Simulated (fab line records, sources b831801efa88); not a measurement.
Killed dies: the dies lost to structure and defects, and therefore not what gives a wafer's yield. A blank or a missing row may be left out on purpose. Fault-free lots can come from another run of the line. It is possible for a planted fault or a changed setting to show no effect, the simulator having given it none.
Matching of chambers -- flow gf180mcu -- cmp-02 running GF_CONTACT_CMP_04: 4 sister chambers
The step polishes SiO2. 4 wafers are shown with their chamber, then 11 later ones without.

== WAFERS PAIRED WITH THEIR CHAMBERS ==
wafer,chamber,motorCurrentA (A)
L085.3,0,11.2
L089.1,3,12.4
L089.2,2,12.9
L090.2,1,10.5

== WAFERS WHOSE CHAMBER IS MISSING ==
wafer,motorCurrentA (A)
L090.4,11.4
L090.5,12.9
L091.3,10.7
L091.5,11.3
L091.6,12.5
L093.1,10.0
L093.2,13.0
L093.5,11.7
L094.1,11.9
L094.4,11.5
L094.6,11.2

== EACH ONE'S CHAMBER ==
wafer,from the rows above,in truth
L090.4,0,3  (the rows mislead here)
L090.5,can't be placed: 2 or 3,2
L091.3,can't be placed: 1 or 0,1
L091.5,0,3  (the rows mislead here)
L091.6,can't be placed: 3 or 2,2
L093.1,1,1
L093.2,can't be placed: 2 or 3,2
L093.5,can't be placed: 0 or 3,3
L094.1,can't be placed: 3 or 0 or 2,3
L094.4,0,0
L094.6,0,0
3 of 11 placed correctly. Cannot be placed on the basis of these rows: 6; the candidates contain the true chamber in 6. Placed wrongly: 2.
How it was worked out, from the rows above alone: a wafer's distance from a chamber is the root of the sum, over the readings, of the square of ((its reading less the chamber's mean) divided by the reading's scatter). The wafer belongs to the nearest chamber; if the next one is less than 2 further off, it can't be placed. Each chamber's mean is taken over the wafers shown for it. The scatter: with one shown wafer a chamber, the root of the mean of the squares of how far each hidden wafer lies from its nearest shown one.
